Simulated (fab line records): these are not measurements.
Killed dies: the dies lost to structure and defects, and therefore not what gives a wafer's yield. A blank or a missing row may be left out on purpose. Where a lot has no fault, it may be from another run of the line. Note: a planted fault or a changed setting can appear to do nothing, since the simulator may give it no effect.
Which tool was responsible? -- flow sky130 -- 15 lots with 45 wafers sampled at 3 steps, on a route of 708 steps

WHAT THE GAUGES READ, wafer by wafer
SKY_NWELL_OVL_MEAS_10.
lot,measured,on,NWELL_00_OVL (nm)
L152,day 4 22:01,overlay-01,0.5 1.8 -0.4
L153,day 5 03:44,overlay-02,0.3 -0.2 0.9
L154,day 5 10:08,overlay-01,-0.6 -1.1 -0.9
L155,day 5 12:52,overlay-01,-0.9 -1.3 -1.1
L156,day 5 19:37,overlay-02,0.1 1.1 3.3
L157,day 6 00:11,overlay-01,-3.6 -2.4 -1.2
L158,day 6 05:19,overlay-02,1.5 2.1 1.9
L161,day 7 02:33,overlay-02,0.2 -0.1 0.9
L162,day 7 06:56,overlay-01,0.0 -0.4 -0.3
L163,day 7 12:59,overlay-02,-1.0 -1.2 0.1
L165,day 8 02:08,overlay-01,0.8 2.2 1.4
L170,day 9 06:32,overlay-01,-1.6 -1.7 -1.6
L172,day 10 00:04,overlay-02,1.8 0.3 -0.6
L173,day 10 06:15,overlay-01,1.2 0.9 1.1
L174,day 10 09:07,overlay-02,3.8 3.1 2.5

SKY_VT_ADJUST_HVTP_CD_MEAS_07: the cd target is 380 nm.
lot,measured,on,cd_nm (nm)
L152,day 6 12:19,cd_sem-02,382 382 381
L153,day 6 18:50,cd_sem-01,379 380 378
L154,day 7 01:35,cd_sem-02,381 382 381
L155,day 7 04:19,cd_sem-01,383 382 380
L156,day 7 11:02,cd_sem-01,380 382 382
L157,day 7 15:31,cd_sem-01,381 378 378
L158,day 7 21:13,cd_sem-02,379 378 379
L161,day 8 21:40,cd_sem-02,385 383 385
L162,day 9 01:05,cd_sem-02,379 382 381
L163,day 9 08:31,cd_sem-01,385 385 387
L165,day 9 22:49,cd_sem-01,376 375 375
L170,day 11 06:11,cd_sem-02,377 376 377
L172,day 12 00:04,cd_sem-02,379 380 380
L173,day 12 07:19,cd_sem-01,384 386 384
L174,day 12 10:40,cd_sem-01,375 376 376

SKY_VT_ADJUST_LVTN_OVL_MEAS_18.
lot,measured,on,VT_ADJUST_LVTN_01_OVL (nm)
L152,day 8 04:50,overlay-01,-0.9 -0.6 0.9
L153,day 8 11:40,overlay-01,-0.2 0.1 -0.7
L154,day 8 18:41,overlay-02,2.3 1.1 2.4
L155,day 8 22:18,overlay-02,-0.2 0.6 0.4
L156,day 9 04:57,overlay-01,0.4 -0.6 0.0
L157,day 9 10:28,overlay-02,1.3 1.5 1.4
L158,day 9 16:46,overlay-01,-1.6 -1.4 -2.1
L161,day 10 19:44,overlay-02,2.9 1.7 0.2
L162,day 10 23:05,overlay-02,1.5 0.5 2.0
L163,day 11 08:17,overlay-02,-3.0 -1.9 -1.4
L165,day 11 22:46,overlay-02,-1.0 -2.1 -1.8
L170,day 13 10:56,overlay-01,0.2 -1.1 -1.4
L172,day 14 02:08,overlay-01,-2.1 -1.3 -2.3
L173,day 14 09:32,overlay-01,0.0 -0.4 1.9
L174,day 14 15:47,overlay-01,0.8 1.1 0.3

WHAT TOOL EACH LOT RAN ON (gives the tool, then ch and the chambers of the sampled wafers, and finally the start)
The record shows no process step preceding these readings.

WHAT THE TOOLS THEMSELVES READ (means of the sampled wafers that have a number; where no wafer has one, the mark that the record gives instead)
The record holds no such reading with a usual standard deviation.

THE ANSWER, worked out from the rows above alone
Rule: the usual values come from the lots themselves. Put in order of their means at a reading, lots are off if they are a third of the lots or fewer, leave a main group of 4 or more, and stand apart from it by a gap of 3 or more times the standard deviation of the main group's means; of several such gaps the widest counts. A main group is skipped when, at the precision printed for the reading in the tables above, its means are all equal. A lot without any number at a reading at which 4 lots or more have one is off too. Where the step has rows for the other lots, those lots are counted as sound. After the gauges, taken in route order, come the tools' own readings; for these a lot's mean is taken, as printed above. At the first step where some lot is off, the reading lying furthest off is the one used; lots without a number count as furthest.
No lot is off on any of the readings shown, so nothing can be concluded from this.

WHAT THE SIMULATOR HAD INSERTED
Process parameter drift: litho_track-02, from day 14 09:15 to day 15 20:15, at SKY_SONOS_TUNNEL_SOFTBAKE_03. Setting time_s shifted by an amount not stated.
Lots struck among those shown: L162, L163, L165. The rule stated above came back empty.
